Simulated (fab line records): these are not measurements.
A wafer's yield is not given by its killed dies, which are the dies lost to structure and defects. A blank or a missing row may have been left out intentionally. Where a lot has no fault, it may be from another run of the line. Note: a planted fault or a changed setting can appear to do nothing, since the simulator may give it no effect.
8D (eight disciplines) problem report, filled in by code	flow sky130	the parts of the form that need people (team, actions taken, sign-off) are left out

## 1. WHAT IS WRONG
METAL1_ALCU_RS at SKY_METAL1_RS_MEAS_05 reads a mean of 0.1181 ohm/sq on 1 wafer of 1 lot; wafers without a fault read 0.1274 ohm/sq with a standard deviation of 0.0021. Relative to the usual mean, that is a shift of -4.4 standard deviations.
The step: measures by four-point-probe.
The first sign was on wafer L447.4 at day 35 09:22, on filmMetro-02. At this step, 30 wafers from 10 lots have a number in the record. By rule, "out" or "out of limits" means more than 4 standard deviations away from the usual mean. The other wafers with a number count as sound.

## 2. WHAT IT IS, AND WHAT IT ISN'T
question	is	is not
which readings at this step	METAL1_ALCU_RS	-
which lots	L447	L436, L437, L438, L441, L442, L443, L448, L457, L459
which wafers of those lots	L447.4	L447.2, L447.5
read on which gauges	filmMetro-02	filmMetro-01, filmMetro-03
when	from day 35 09:22	up to then (20 sound wafers); but 9 sound wafers of L448, L457, L459 came after

## 3. WHAT RULES OUT EACH SUSPECT
Counting: if a tool at a process step up to the reading ran every lot that is out, it stays a suspect. Sound lots after the first of them don't rule it out here, since some wafers of a struck lot are sound.
- ruled out: the gauge at SKY_METAL1_RS_MEAS_05. All the wafers that are out were read on filmMetro-02, but those of them that SKY_METAL1_SPUTTER_02 has rows for are out there too, on other tools.
- plasmaAsher-02 at SKY_CONTACT_STRIP_19 (strips in O2/N2): kept. It processed L447, the lot that is out, at day 35 07:58, and its most recent sound lot before then was L441 at day 33 07:07.
- pvdSputter-04 at SKY_METAL1_SPUTTER_02 (material AlCu, target thk 250 nm, time 13.3 s): kept. It processed L447, the lot that is out, at day 35 09:16, and its most recent sound lot before then was L443 at day 34 02:21. Its own cathodeDcPowerW readings are out on those wafers.
Remaining after the count are plasmaAsher-02 at SKY_CONTACT_STRIP_19 and pvdSputter-04 at SKY_METAL1_SPUTTER_02.

## 4. THE CAUSE (what the simulator had put in)
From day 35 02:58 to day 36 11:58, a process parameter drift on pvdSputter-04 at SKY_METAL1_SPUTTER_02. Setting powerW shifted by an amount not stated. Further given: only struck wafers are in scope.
This tool is one of the 2 suspects left after counting.

## 5. SEQUENCE OF EFFECTS, ordered by route
Rows list readings where the struck wafers' mean (over those with a number) sits beyond 3 standard deviations from the usual. Only readings whose record carries a usual standard deviation are examined. hours: median over the lots of the time between each lot's start at the first step of this table that gives one and its start at this step. sigmas: the change, counted in usual standard deviations.
hours	step	reading	usual	on struck wafers	change	sigmas
0	SKY_METAL1_SPUTTER_02	cathodeDcPowerW	10600 W	11614	+1014	+99 or more
0	SKY_METAL1_RS_MEAS_05	METAL1_ALCU_RS	0.1274 ohm/sq	0.1181	-0.0093	-4.4
14	SKY_METAL1_THK_MEAS_06	METAL1_ALCU_THK	247 nm	264	+17	+4.0
Process steps it contains:
- SKY_METAL1_SPUTTER_02: material AlCu, target thk 250 nm, time 13.3 s.
At these later measuring or inspecting steps, every struck wafer for which the step has a row has a number for every such reading, and none has moved that far: SKY_METAL1_CD_MEAS_15, SKY_METAL1_OVL_MEAS_16.

## 6. HOW IT WOULD HAVE BEEN CAUGHT EARLIER
Counted from the fault's start at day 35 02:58, it took 6 hours until the first out-of-limits reading at a measuring or inspecting step in this record, taken at day 35 09:22.
At SKY_METAL1_SPUTTER_02, the tool's own readings (cathodeDcPowerW) were out on each struck wafer the step has a row for, so an alarm limit on them would have fired on the first such wafer.
By day 35 09:22 the whole set of lots that are out, 1 in number, had already begun SKY_METAL1_SPUTTER_02 on pvdSputter-04. Had the tool been put on hold then, not one of them would have been saved.
